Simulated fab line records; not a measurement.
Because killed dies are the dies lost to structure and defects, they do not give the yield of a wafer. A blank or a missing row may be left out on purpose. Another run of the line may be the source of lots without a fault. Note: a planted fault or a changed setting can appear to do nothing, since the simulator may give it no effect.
fab line records ; flow gf180mcu
record: lots: 24; wafers: 72; lastDay: 34
route steps=602 shown STI@31 MVPSD@85 M2@365 V2@387 M3@426 V5@541
lots untouched by any fault: they come from a run of this same line in which no faults occurred
startH: the number of hours between the record's first day and the start of the first shown wafer of the lot ; waitH: how many hours have passed since the lot's step before this one ; " repeats the value in the row above ; L1.1+2: a single row standing in for several wafers ; - value missing, or start not given ; * or withheld: withheld ; < > ~ a bound
route shown NAME@n: a module of which the file shows steps, and the number in the route of the first ; usual: mean and standard deviation over wafers with no fault ; same: alike in all rows ; chamber/n: place in a boat ; sites: per-site readings ; _std_site: standard deviation of those values ; _edge_site: outer sites' mean less inner sites' ; radiusMm: for every site, how far away it sits from the centre of the wafer ; mask NAME#n: copy n ; behind: tool/chamber where the wafer was last shaped ; hold: the reason the lot was held/the length of the hold in hours/how it ended ; device: the n, p or np transistor that did not switch ; end of line: tests of these same wafers at the route's end ; a step given without rows: its recipe and nothing more ; killed: dies that structure and defects cost at the first sort, which is not the same as the wafer's yield ; map: the dies of a wafer, with x for killed, . for not killed, _ for no die there
set.NAME: the run value of the setting; set.NAME@STEP: its run value at that earlier step ; model.NAME: the simulator's own value behind a step, which no gauge read
one table for each step of the route and one row for each wafer, over a sample of lots
services: the hour from which a tool's chamber was out of use, counted from the record's first day as startH (under 0 if before that day), plus the number of hours and why
== steps ==
step: GF_STI_THK_MEAS_30
recipe: reads: SiO2_of_STI_OXIDATION_29
usual: STI_OXIDATION_02_THK: 9.90/0.18
lot.wafer;tool;chamber;startH;waitH;STI_OXIDATION_02_THK[nm]
L075.1;filmMetro-02;-;49.72;0.2;9.74
L075.3;filmMetro-02;-;49.72;0.2;9.79
L075.6;filmMetro-02;-;49.72;0.2;9.70
L076.2;filmMetro-04;-;49.74;0.2;9.72
L076.3;filmMetro-04;-;49.74;0.2;9.75
L076.5;filmMetro-04;-;49.74;0.2;9.73
L077.1;filmMetro-02;-;49.78;0.2;9.98
L077.2;filmMetro-02;-;49.78;0.2;9.83
L077.5;filmMetro-02;-;49.78;0.2;9.78
L074.1;filmMetro-04;-;49.79;0.2;9.59
L074.4;filmMetro-04;-;49.79;0.2;9.65
L074.5;filmMetro-04;-;49.79;0.2;9.62
L078.1;filmMetro-04;-;55.71;0.0;10.09
L078.3;filmMetro-04;-;55.71;0.0;9.95
L078.5;filmMetro-04;-;55.71;0.0;9.92
L079.3;filmMetro-01;-;57.12;0.0;10.15
L079.4;filmMetro-01;-;57.12;0.0;10.16
L079.6;filmMetro-01;-;57.12;0.0;9.99
L080.3;filmMetro-04;-;61.24;0.0;9.96
L080.4;filmMetro-04;-;61.24;0.0;10.16
L080.6;filmMetro-04;-;61.24;0.0;10.10
L081.1;filmMetro-02;-;65.64;0.0;9.95
L081.3;filmMetro-02;-;65.64;0.0;9.91
L081.4;filmMetro-02;-;65.64;0.0;9.83
L082.1;filmMetro-01;-;70.02;0.0;10.06
L082.2;filmMetro-01;-;70.02;0.0;9.86
L082.6;filmMetro-01;-;70.02;0.0;10.09
L083.1;filmMetro-01;-;75.13;0.0;9.76
L083.3;filmMetro-01;-;75.13;0.0;9.80
L083.6;filmMetro-01;-;75.13;0.0;9.70
L084.2;filmMetro-02;-;80.70;0.0;10.16
L084.3;filmMetro-02;-;80.70;0.0;10.10
L084.6;filmMetro-02;-;80.70;0.0;10.15
L085.1;filmMetro-02;-;85.25;0.0;9.96
L085.4;filmMetro-02;-;85.25;0.0;9.67
L085.6;filmMetro-02;-;85.25;0.0;9.85
L086.4;filmMetro-04;-;90.56;0.0;9.90
L086.5;filmMetro-04;-;90.56;0.0;9.97
L086.6;filmMetro-04;-;90.56;0.0;9.84
L087.1;filmMetro-02;-;95.37;0.0;10.01
L087.3;filmMetro-02;-;95.37;0.0;10.13
L087.5;filmMetro-02;-;95.37;0.0;10.04
L088.3;filmMetro-01;-;100.97;0.0;9.71
L088.5;filmMetro-01;-;100.97;0.0;9.83
L088.6;filmMetro-01;-;100.97;0.0;9.76
L089.2;filmMetro-04;-;107.08;0.0;9.75
L089.3;filmMetro-04;-;107.08;0.0;9.68
L089.4;filmMetro-04;-;107.08;0.0;9.51
L090.1;filmMetro-04;-;110.82;0.0;10.05
L090.4;filmMetro-04;-;110.82;0.0;9.78
L090.5;filmMetro-04;-;110.82;0.0;10.13
L091.3;filmMetro-02;-;116.19;0.0;9.68
L091.4;filmMetro-02;-;116.19;0.0;9.82
L091.5;filmMetro-02;-;116.19;0.0;9.81
L092.1;filmMetro-02;-;120.62;0.0;9.90
L092.2;filmMetro-02;-;120.62;0.0;9.86
L092.4;filmMetro-02;-;120.62;0.0;9.94
L093.1;filmMetro-04;-;125.52;0.0;10.07
L093.3;filmMetro-04;-;125.52;0.0;9.99
L093.6;filmMetro-04;-;125.52;0.0;9.87
L094.1;filmMetro-01;-;133.47;0.0;10.16
L094.5;filmMetro-01;-;133.47;0.0;10.30
L094.6;filmMetro-01;-;133.47;0.0;9.95
L095.2;filmMetro-02;-;137.45;0.0;10.23
L095.3;filmMetro-02;-;137.45;0.0;10.07
L095.4;filmMetro-02;-;137.45;0.0;10.00
L096.3;filmMetro-02;-;142.91;0.0;9.78
L096.4;filmMetro-02;-;142.91;0.0;9.81
L096.5;filmMetro-02;-;142.91;0.0;9.71
L097.3;filmMetro-02;-;147.55;0.0;9.93
L097.4;filmMetro-02;-;147.55;0.0;10.12
L097.6;filmMetro-02;-;147.55;0.0;10.06
step: GF_MVPSD_OVL_MEAS_07
usual: MVPSD_OVL: -0.1/1.3
lot.wafer;tool;chamber;startH;waitH;MVPSD_OVL[nm]
L075.1;overlay-01;-;114.14;-;0.4
L075.3;overlay-01;-;114.14;-;-3.2
L075.6;overlay-01;-;114.14;-;-3.3
L076.2;overlay-01;-;114.64;-;-0.3
L076.3;overlay-01;-;114.64;-;-0.8
L076.5;overlay-01;-;114.64;-;1.2
L077.1;overlay-02;-;114.99;-;0.3
L077.2;overlay-02;-;114.99;-;0.3
L077.5;overlay-02;-;114.99;-;-0.5
L074.1;overlay-02;-;115.53;-;-1.1
L074.4;overlay-02;-;115.53;-;-2.1
L074.5;overlay-02;-;115.53;-;-1.1
L078.1;overlay-01;-;120.33;-;1.3
L078.3;overlay-01;-;120.33;-;0.9
L078.5;overlay-01;-;120.33;-;2.0
L079.3;overlay-02;-;122.90;-;0.5
L079.4;overlay-02;-;122.90;-;0.8
L079.6;overlay-02;-;122.90;-;0.7
L080.3;overlay-01;-;125.00;-;1.1
L080.4;overlay-01;-;125.00;-;-0.2
L080.6;overlay-01;-;125.00;-;0.6
L081.1;overlay-02;-;130.78;-;0.7
L081.3;overlay-02;-;130.78;-;-0.2
L081.4;overlay-02;-;130.78;-;1.2
L082.1;overlay-01;-;137.58;-;-0.8
L082.2;overlay-01;-;137.58;-;-0.3
L082.6;overlay-01;-;137.58;-;0.5
L083.1;overlay-01;-;142.74;-;-1.2
L083.3;overlay-01;-;142.74;-;-0.1
L083.6;overlay-01;-;142.74;-;-1.5
L084.2;overlay-02;-;146.74;-;-0.4
L084.3;overlay-02;-;146.74;-;-0.1
L084.6;overlay-02;-;146.74;-;-0.5
L085.1;overlay-02;-;153.23;-;-1.0
L085.4;overlay-02;-;153.23;-;0.3
L085.6;overlay-02;-;153.23;-;0.7
L086.4;overlay-01;-;159.60;-;-2.3
L086.5;overlay-01;-;159.60;-;-2.2
L086.6;overlay-01;-;159.60;-;-1.4
L087.1;overlay-01;-;164.93;-;0.4
L087.3;overlay-01;-;164.93;-;1.1
L087.5;overlay-01;-;164.93;-;-1.5
L088.3;overlay-01;-;170.70;-;1.6
L088.5;overlay-01;-;170.70;-;0.9
L088.6;overlay-01;-;170.70;-;2.2
L089.2;overlay-02;-;178.04;-;3.5
L089.3;overlay-02;-;178.04;-;1.5
L089.4;overlay-02;-;178.04;-;1.5
L090.1;overlay-02;-;181.44;-;-0.3
L090.4;overlay-02;-;181.44;-;0.4
L090.5;overlay-02;-;181.44;-;-0.8
L091.3;overlay-01;-;189.45;-;-1.6
L091.4;overlay-01;-;189.45;-;-0.6
L091.5;overlay-01;-;189.45;-;-1.0
L092.1;overlay-01;-;193.74;-;0.6
L092.2;overlay-01;-;193.74;-;0.4
L092.4;overlay-01;-;193.74;-;1.2
L093.1;overlay-02;-;198.99;-;-0.9
L093.3;overlay-02;-;198.99;-;-3.1
L093.6;overlay-02;-;198.99;-;-0.2
L094.1;overlay-02;-;210.64;-;0.2
L094.5;overlay-02;-;210.64;-;-1.2
L094.6;overlay-02;-;210.64;-;-1.1
L095.2;overlay-01;-;213.04;-;-1.6
L095.3;overlay-01;-;213.04;-;-0.8
L095.4;overlay-01;-;213.04;-;-1.6
L096.3;overlay-02;-;220.10;-;0.1
L096.4;overlay-02;-;220.10;-;-0.6
L096.5;overlay-02;-;220.10;-;-1.3
L097.3;overlay-02;-;225.04;-;0.3
L097.4;overlay-02;-;225.04;-;0.0
L097.6;overlay-02;-;225.04;-;-0.6
step: GF_M2_SPUTTER_03
recipe: material: Ti; targetThkNm: 10; substrateTempC: 300; chamberPressurePa: 0.3; powerW: 3000; timeS: 6.7
usual: throttleValvePct: 30.4/1.2
lot.wafer;tool;chamber;startH;waitH;throttleValvePct
L077.1;pvdSputter-03;-;430.10;0.0;32.4
L077.2;pvdSputter-03;-;430.10;0.0;30.7
L077.5;pvdSputter-03;-;430.10;0.0;30.8
L075.1;pvdSputter-02;-;432.91;0.0;29.8
L075.3;pvdSputter-02;-;432.91;0.0;29.1
L075.6;pvdSputter-02;-;432.91;0.0;29.9
L076.2;pvdSputter-03;-;433.61;0.0;28.8
L076.3;pvdSputter-03;-;433.61;0.0;30.9
L076.5;pvdSputter-03;-;433.61;0.0;28.8
L074.1;pvdSputter-02;-;436.01;0.0;30.0
L074.4;pvdSputter-02;-;436.01;0.0;29.2
L074.5;pvdSputter-02;-;436.01;0.0;29.1
L078.1;pvdSputter-04;-;439.21;0.0;30.6
L078.3;pvdSputter-04;-;439.21;0.0;31.3
L078.5;pvdSputter-04;-;439.21;0.0;32.4
L079.3;pvdSputter-02;-;441.18;0.0;30.0
L079.4;pvdSputter-02;-;441.18;0.0;30.6
L079.6;pvdSputter-02;-;441.18;0.0;29.2
L080.3;pvdSputter-03;-;451.75;0.0;30.9
L080.4;pvdSputter-03;-;451.75;0.0;31.4
L080.6;pvdSputter-03;-;451.75;0.0;30.8
L081.1;pvdSputter-03;-;460.85;0.0;30.5
L081.3;pvdSputter-03;-;460.85;0.0;28.4
L081.4;pvdSputter-03;-;460.85;0.0;32.1
L082.1;pvdSputter-02;-;464.19;0.0;29.2
L082.2;pvdSputter-02;-;464.19;0.0;30.6
L082.6;pvdSputter-02;-;464.19;0.0;30.7
L083.1;pvdSputter-03;-;477.96;0.0;31.0
L083.3;pvdSputter-03;-;477.96;0.0;31.3
L083.6;pvdSputter-03;-;477.96;0.0;30.9
L084.2;pvdSputter-03;-;482.65;0.0;28.7
L084.3;pvdSputter-03;-;482.65;0.0;30.9
L084.6;pvdSputter-03;-;482.65;0.0;28.8
L085.1;pvdSputter-02;-;490.76;0.0;30.7
L085.4;pvdSputter-02;-;490.76;0.0;28.7
L085.6;pvdSputter-02;-;490.76;0.0;29.9
L086.4;pvdSputter-03;-;497.11;0.0;28.5
L086.5;pvdSputter-03;-;497.11;0.0;28.6
L086.6;pvdSputter-03;-;497.11;0.0;31.5
L087.1;pvdSputter-03;-;508.15;0.0;28.8
L087.3;pvdSputter-03;-;508.15;0.0;32.3
L087.5;pvdSputter-03;-;508.15;0.0;30.8
L088.3;pvdSputter-04;-;511.55;0.0;30.9
L088.5;pvdSputter-04;-;511.55;0.0;32.2
L088.6;pvdSputter-04;-;511.55;0.0;29.0
L089.2;pvdSputter-04;-;531.42;0.0;30.6
L089.3;pvdSputter-04;-;531.42;0.0;28.9
L089.4;pvdSputter-04;-;531.42;0.0;32.3
L090.1;pvdSputter-03;-;534.20;0.0;32.2
L090.4;pvdSputter-03;-;534.20;0.0;31.5
L090.5;pvdSputter-03;-;534.20;0.0;28.4
L091.3;pvdSputter-03;-;541.02;0.0;31.3
L091.4;pvdSputter-03;-;541.02;0.0;32.1
L091.5;pvdSputter-03;-;541.02;0.0;30.7
L092.1;pvdSputter-04;-;553.66;0.0;32.4
L092.2;pvdSputter-04;-;553.66;0.0;30.5
L092.4;pvdSputter-04;-;553.66;0.0;31.0
L093.1;pvdSputter-04;-;558.66;0.0;30.5
L093.3;pvdSputter-04;-;558.66;0.0;29.0
L093.6;pvdSputter-04;-;558.66;0.0;30.6
L094.1;pvdSputter-03;-;570.29;0.0;28.6
L094.5;pvdSputter-03;-;570.29;0.0;28.6
L094.6;pvdSputter-03;-;570.29;0.0;32.3
L095.2;pvdSputter-02;-;575.77;0.0;31.0
L095.3;pvdSputter-02;-;575.77;0.0;29.2
L095.4;pvdSputter-02;-;575.77;0.0;29.9
L096.3;pvdSputter-04;-;586.12;0.0;31.1
L096.4;pvdSputter-04;-;586.12;0.0;28.8
L096.5;pvdSputter-04;-;586.12;0.0;29.0
L097.3;pvdSputter-04;-;590.85;0.0;28.9
L097.4;pvdSputter-04;-;590.85;0.0;32.0
L097.6;pvdSputter-04;-;590.85;0.0;32.3
step: GF_V2_BOW_MEAS_05
recipe: mode: bow
usual: V2_BOW: 98/9.5
lot.wafer;tool;chamber;startH;waitH;V2_BOW[um]
L077.1;filmMetro-03;-;456.99;0.2;91
L077.2;filmMetro-03;-;456.99;0.2;104
L077.5;filmMetro-03;-;456.99;0.2;94
L075.1;filmMetro-01;-;459.62;0.1;105
L075.3;filmMetro-01;-;459.62;0.1;93
L075.6;filmMetro-01;-;459.62;0.1;114
L076.2;filmMetro-01;-;460.36;0.3;104
L076.3;filmMetro-01;-;460.36;0.3;107
L076.5;filmMetro-01;-;460.36;0.3;83
L074.1;filmMetro-01;-;462.37;0.2;90
L074.4;filmMetro-01;-;462.37;0.2;93
L074.5;filmMetro-01;-;462.37;0.2;105
L078.1;filmMetro-03;-;465.51;0.2;107
L078.3;filmMetro-03;-;465.51;0.2;117
L078.5;filmMetro-03;-;465.51;0.2;108
L079.3;filmMetro-03;-;467.42;0.2;106
L079.4;filmMetro-03;-;467.42;0.2;107
L079.6;filmMetro-03;-;467.42;0.2;110
L080.3;filmMetro-02;-;476.05;0.2;104
L080.4;filmMetro-02;-;476.05;0.2;108
L080.6;filmMetro-02;-;476.05;0.2;102
L081.1;filmMetro-03;-;485.22;0.2;113
L081.3;filmMetro-03;-;485.22;0.2;109
L081.4;filmMetro-03;-;485.22;0.2;108
L082.1;filmMetro-03;-;487.75;0.1;92
L082.2;filmMetro-03;-;487.75;0.1;89
L082.6;filmMetro-03;-;487.75;0.1;95
L083.1;filmMetro-03;-;501.86;0.2;87
L083.3;filmMetro-03;-;501.86;0.2;87
L083.6;filmMetro-03;-;501.86;0.2;87
L084.2;filmMetro-02;-;506.13;0.2;88
L084.3;filmMetro-02;-;506.13;0.2;113
L084.6;filmMetro-02;-;506.13;0.2;102
L085.1;filmMetro-03;-;513.97;0.2;90
L085.4;filmMetro-03;-;513.97;0.2;106
L085.6;filmMetro-03;-;513.97;0.2;91
L086.4;filmMetro-03;-;521.15;0.2;87
L086.5;filmMetro-03;-;521.15;0.2;93
L086.6;filmMetro-03;-;521.15;0.2;93
L087.1;filmMetro-02;-;532.05;0.2;80
L087.3;filmMetro-02;-;532.05;0.2;90
L087.5;filmMetro-02;-;532.05;0.2;86
L088.3;filmMetro-03;-;535.61;0.2;88
L088.5;filmMetro-03;-;535.61;0.2;81
L088.6;filmMetro-03;-;535.61;0.2;95
L089.2;filmMetro-02;-;555.01;0.2;111
L089.3;filmMetro-02;-;555.01;0.2;109
L089.4;filmMetro-02;-;555.01;0.2;96
L090.1;filmMetro-01;-;558.21;0.2;103
L090.4;filmMetro-01;-;558.21;0.2;100
L090.5;filmMetro-01;-;558.21;0.2;104
L091.3;filmMetro-03;-;564.25;0.2;95
L091.4;filmMetro-03;-;564.25;0.2;93
L091.5;filmMetro-03;-;564.25;0.2;101
L092.1;filmMetro-01;-;578.05;0.1;95
L092.2;filmMetro-01;-;578.05;0.1;98
L092.4;filmMetro-01;-;578.05;0.1;91
L093.1;filmMetro-02;-;581.92;0.1;100
L093.3;filmMetro-02;-;581.92;0.1;77
L093.6;filmMetro-02;-;581.92;0.1;82
L094.1;filmMetro-02;-;593.54;0.2;113
L094.5;filmMetro-02;-;593.54;0.2;100
L094.6;filmMetro-02;-;593.54;0.2;103
L095.2;filmMetro-01;-;599.03;0.2;101
L095.3;filmMetro-01;-;599.03;0.2;104
L095.4;filmMetro-01;-;599.03;0.2;111
L096.3;filmMetro-01;-;609.70;0.1;101
L096.4;filmMetro-01;-;609.70;0.1;88
L096.5;filmMetro-01;-;609.70;0.1;90
L097.3;filmMetro-03;-;613.88;0.1;104
L097.4;filmMetro-03;-;613.88;0.1;95
L097.6;filmMetro-03;-;613.88;0.1;91
step: GF_M3_STRIP_17
recipe: chemistry: O2/N2; powerW: 1400; pressureMtorr: 1500; platenTempC: 250; o2FlowSccm: 3000; n2FlowSccm: 300; overashFraction: 0.5
usual: drypumpMotorCurrentA: 6.06/0.091; heaterPowerW: 350/39; oesProductAu: 0.537/0.0054; stripTimeToEndpointS: 7.37/0.062
lot.wafer;tool;chamber;startH;waitH;drypumpMotorCurrentA;heaterPowerW;oesProductAu;rfHoursCounterH;stripTimeToEndpointS
L077.1;plasmaAsher-04;1;503.85;0.2;5.97;325;0.535;8;7.28
L077.2;plasmaAsher-04;0;503.85;0.2;6.02;312;0.537;8;7.35
L077.5;plasmaAsher-04;1;503.85;0.2;5.96;324;0.540;-;7.27
L075.1;plasmaAsher-02;1;506.42;0.1;6.00;324;0.543;35;7.42
L075.3;plasmaAsher-02;1;506.42;0.1;5.99;321;0.536;-;7.40
L075.6;plasmaAsher-02;0;506.42;0.1;6.22;420;0.529;-;7.33
L076.2;plasmaAsher-03;0;507.95;0.2;6.12;347;0.531;85;7.23
L076.3;plasmaAsher-03;0;507.95;0.2;6.08;337;0.537;-;7.29
L076.5;plasmaAsher-03;0;507.95;0.2;6.11;335;0.532;-;7.29
L074.1;plasmaAsher-04;0;509.42;0.1;6.01;314;0.530;9;7.32
L074.4;plasmaAsher-04;0;509.42;0.1;5.99;318;0.535;-;7.33
L074.5;plasmaAsher-04;0;509.42;0.1;6.01;317;0.539;-;7.41
L078.1;plasmaAsher-02;0;512.74;0.3;6.22;423;0.529;36;7.28
L078.3;plasmaAsher-02;1;512.74;0.3;6.02;323;0.529;-;7.27
L078.5;plasmaAsher-02;1;512.74;0.3;5.99;331;0.538;-;7.31
L079.3;plasmaAsher-04;0;514.50;0.1;6.00;323;0.531;-;7.40
L079.4;plasmaAsher-04;1;514.50;0.1;5.94;323;0.551;-;7.50
L079.6;plasmaAsher-04;1;514.50;0.1;5.97;327;0.536;-;7.49
L080.3;plasmaAsher-02;1;522.80;0.1;5.94;330;0.549;-;7.53
L080.4;plasmaAsher-02;0;522.80;0.1;6.22;416;0.535;-;7.43
L080.6;plasmaAsher-02;0;522.80;0.1;6.24;415;0.541;-;7.47
L081.1;plasmaAsher-04;1;531.72;0.1;5.97;322;0.537;11;7.38
L081.3;plasmaAsher-04;0;531.72;0.1;6.02;323;0.544;-;7.46
L081.4;plasmaAsher-04;1;531.72;0.1;5.94;326;0.532;-;7.40
L082.1;plasmaAsher-03;0;534.32;0.1;6.14;334;0.535;87;7.46
L082.2;plasmaAsher-03;1;534.32;0.1;6.02;346;0.543;87;7.37
L082.6;plasmaAsher-03;1;534.32;0.1;6.06;351;0.538;-;7.48
L083.1;plasmaAsher-03;1;548.55;0.2;6.00;337;0.535;89;7.30
L083.3;plasmaAsher-03;1;548.55;0.2;5.98;349;0.538;-;7.31
L083.6;plasmaAsher-03;0;548.55;0.2;6.12;335;0.533;-;7.30
L084.2;plasmaAsher-02;1;552.60;0.2;6.05;322;0.546;40;7.44
L084.3;plasmaAsher-02;1;552.60;0.2;6.00;328;0.534;-;7.42
L084.6;plasmaAsher-02;0;552.60;0.2;6.20;414;0.541;-;7.44
L085.1;plasmaAsher-04;1;560.62;0.1;5.94;322;0.535;15;7.39
L085.4;plasmaAsher-04;0;560.62;0.1;6.02;316;0.521;-;7.32
L085.6;plasmaAsher-04;1;560.62;0.1;5.94;328;0.530;-;7.34
L086.4;plasmaAsher-03;1;567.85;0.1;6.02;350;0.544;-;7.44
L086.5;plasmaAsher-03;0;567.85;0.1;6.15;346;0.538;-;7.40
L086.6;plasmaAsher-03;1;567.85;0.1;6.01;357;0.538;-;7.41
L087.1;plasmaAsher-02;1;578.07;0.1;5.96;333;0.542;43;7.39
L087.3;plasmaAsher-02;1;578.07;0.1;6.01;326;0.541;-;7.40
L087.5;plasmaAsher-02;0;578.07;0.1;6.19;416;0.539;-;7.43
L088.3;plasmaAsher-03;0;582.35;0.1;6.09;344;0.536;-;7.42
L088.5;plasmaAsher-03;0;582.35;0.1;6.13;347;0.538;-;7.35
L088.6;plasmaAsher-03;1;582.35;0.1;6.05;348;0.539;-;7.45
L089.2;plasmaAsher-02;1;602.22;0.1;5.99;325;0.534;46;7.36
L089.3;plasmaAsher-02;1;602.22;0.1;6.05;332;0.522;-;7.33
L089.4;plasmaAsher-02;0;602.22;0.1;6.20;415;0.534;-;7.35
L090.1;plasmaAsher-04;1;604.12;0.1;5.96;323;0.538;19;7.44
L090.4;plasmaAsher-04;0;604.12;0.1;6.02;322;0.528;-;7.35
L090.5;plasmaAsher-04;1;604.12;0.1;5.97;328;0.540;-;7.37
L091.3;plasmaAsher-02;0;610.56;0.1;6.20;420;0.540;-;7.29
L091.4;plasmaAsher-02;1;610.56;0.1;6.04;320;0.541;-;7.37
L091.5;plasmaAsher-02;0;610.56;0.1;6.20;420;0.536;-;7.37
L092.1;plasmaAsher-04;1;624.10;0.2;5.93;326;0.539;21;7.36
L092.2;plasmaAsher-04;0;624.10;0.2;6.00;316;0.539;21;7.36
L092.4;plasmaAsher-04;1;624.10;0.2;5.97;326;0.542;-;7.35
L093.1;plasmaAsher-02;1;627.50;0.2;6.01;333;0.540;48;7.38
L093.3;plasmaAsher-02;1;627.50;0.2;6.01;337;0.529;-;7.40
L093.6;plasmaAsher-02;0;627.50;0.2;6.19;418;0.533;-;7.38
L094.1;plasmaAsher-02;0;639.45;0.2;6.21;416;0.541;49;7.35
L094.5;plasmaAsher-02;0;639.45;0.2;6.21;413;0.535;-;7.33
L094.6;plasmaAsher-02;1;639.45;0.2;6.04;330;0.534;-;7.35
L095.2;plasmaAsher-04;1;644.97;0.1;5.96;321;0.531;24;7.30
L095.3;plasmaAsher-04;0;644.97;0.1;5.99;319;0.535;-;7.28
L095.4;plasmaAsher-04;1;644.97;0.1;5.96;318;0.540;-;7.32
L096.3;plasmaAsher-02;1;655.95;0.1;6.07;336;0.540;-;7.46
L096.4;plasmaAsher-02;0;655.95;0.1;6.23;422;0.540;-;7.33
L096.5;plasmaAsher-02;1;655.95;0.1;6.07;331;0.542;-;7.35
L097.3;plasmaAsher-02;0;659.66;0.2;6.21;412;0.540;-;7.39
L097.4;plasmaAsher-02;1;659.66;0.2;6.04;338;0.535;-;7.41
L097.6;plasmaAsher-02;1;659.66;0.2;6.00;330;0.528;-;7.37
step: GF_V5_THK_MEAS_01
recipe: reads: SiO2_of_V5_CVD_00
usual: V5_CVD_00_THK: 299/3.1
lot.wafer;tool;chamber;startH;waitH;V5_CVD_00_THK[nm]
L077.1;filmMetro-04;-;621.24;0.0;296
L077.2;filmMetro-04;-;621.24;0.0;303
L077.5;filmMetro-04;-;621.24;0.0;298
L075.1;filmMetro-02;-;624.87;0.0;300
L075.3;filmMetro-02;-;624.87;0.0;300
L075.6;filmMetro-02;-;624.87;0.0;299
L076.2;filmMetro-04;-;626.06;0.1;298
L076.3;filmMetro-04;-;626.06;0.1;302
L076.5;filmMetro-04;-;626.06;0.1;302
L074.1;filmMetro-02;-;629.41;0.0;296
L074.4;filmMetro-02;-;629.41;0.0;299
L074.5;filmMetro-02;-;629.41;0.0;297
L078.1;filmMetro-02;-;631.61;0.0;296
L078.3;filmMetro-02;-;631.61;0.0;299
L078.5;filmMetro-02;-;631.61;0.0;303
L079.3;filmMetro-02;-;632.59;0.0;296
L079.4;filmMetro-02;-;632.59;0.0;305
L079.6;filmMetro-02;-;632.59;0.0;297
L080.3;filmMetro-04;-;639.06;0.0;296
L080.4;filmMetro-04;-;639.06;0.0;299
L080.6;filmMetro-04;-;639.06;0.0;299
L081.1;filmMetro-04;-;649.76;0.0;298
L081.3;filmMetro-04;-;649.76;0.0;300
L081.4;filmMetro-04;-;649.76;0.0;298
L082.1;filmMetro-02;-;652.65;0.0;303
L082.2;filmMetro-02;-;652.65;0.0;301
L082.6;filmMetro-02;-;652.65;0.0;301
L083.1;filmMetro-01;-;666.32;0.0;298
L083.3;filmMetro-01;-;666.32;0.0;295
L083.6;filmMetro-01;-;666.32;0.0;298
L084.2;filmMetro-04;-;669.47;0.0;300
L084.3;filmMetro-04;-;669.47;0.0;297
L084.6;filmMetro-04;-;669.47;0.0;301
L085.1;filmMetro-04;-;677.32;0.0;295
L085.4;filmMetro-04;-;677.32;0.0;294
L085.6;filmMetro-04;-;677.32;0.0;300
L086.4;filmMetro-01;-;682.60;0.0;303
L086.5;filmMetro-01;-;682.60;0.0;294
L086.6;filmMetro-01;-;682.60;0.0;302
L087.1;filmMetro-04;-;692.96;0.0;297
L087.3;filmMetro-04;-;692.96;0.0;299
L087.5;filmMetro-04;-;692.96;0.0;297
L088.3;filmMetro-04;-;696.81;0.0;301
L088.5;filmMetro-04;-;696.81;0.0;303
L088.6;filmMetro-04;-;696.81;0.0;298
L089.2;filmMetro-01;-;714.18;0.0;299
L089.3;filmMetro-01;-;714.18;0.0;294
L089.4;filmMetro-01;-;714.18;0.0;299
L090.1;filmMetro-04;-;714.77;0.0;293
L090.4;filmMetro-04;-;714.77;0.0;291
L090.5;filmMetro-04;-;714.77;0.0;299
L091.3;filmMetro-02;-;718.99;0.0;300
L091.4;filmMetro-02;-;718.99;0.0;301
L091.5;filmMetro-02;-;718.99;0.0;298
L092.1;filmMetro-04;-;730.17;0.0;294
L092.2;filmMetro-04;-;730.17;0.0;302
L092.4;filmMetro-04;-;730.17;0.0;293
L093.1;filmMetro-02;-;734.27;0.0;302
L093.3;filmMetro-02;-;734.27;0.0;294
L093.6;filmMetro-02;-;734.27;0.0;304
L094.1;filmMetro-02;-;742.87;0.0;297
L094.5;filmMetro-02;-;742.87;0.0;295
L094.6;filmMetro-02;-;742.87;0.0;301
L095.2;filmMetro-04;-;745.73;0.0;302
L095.3;filmMetro-04;-;745.73;0.0;297
L095.4;filmMetro-04;-;745.73;0.0;297
L096.3;filmMetro-04;-;754.69;0.0;303
L096.4;filmMetro-04;-;754.69;0.0;301
L096.5;filmMetro-04;-;754.69;0.0;302
L097.3;filmMetro-01;-;757.07;0.0;299
L097.4;filmMetro-01;-;757.07;0.0;295
L097.6;filmMetro-01;-;757.07;0.0;294
== services ==
tool;chamber;startH;hours;kind
pvdSputter-02;-;411.52;1.2;repair
plasmaAsher-02;-;420.09;20.9;pm
plasmaAsher-04;-;421.25;9.0;pm
plasmaAsher-04;0;421.25;9.0;ventCycle
plasmaAsher-04;1;421.25;9.0;ventCycle
plasmaAsher-04;0;430.25;-;clean
plasmaAsher-04;1;430.25;-;clean
pvdSputter-03;3;439.90;-;consumableReplace:kit
pvdSputter-03;3;439.90;18.0;scheduledDown
pvdSputter-03;3;439.90;18.0;ventCycle
pvdSputter-02;-;509.91;2.2;repair
plasmaAsher-02;-;520.27;2.1;repair
pvdSputter-04;1;520.66;-;consumableReplace:kit
pvdSputter-04;-;523.28;0.7;repair
plasmaAsher-03;-;524.07;2.1;repair
pvdSputter-04;-;537.10;0.6;repair
plasmaAsher-03;-;559.38;4.4;pm
pvdSputter-04;-;562.26;9.9;repair
pvdSputter-03;2;588.26;-;consumableReplace:kit
pvdSputter-03;2;588.26;18.0;scheduledDown
pvdSputter-03;2;588.26;18.0;ventCycle
plasmaAsher-02;-;605.57;2.5;repair
plasmaAsher-04;-;626.95;0.8;repair
pvdSputter-04;-;636.29;0.5;repair
== key ==
fault none
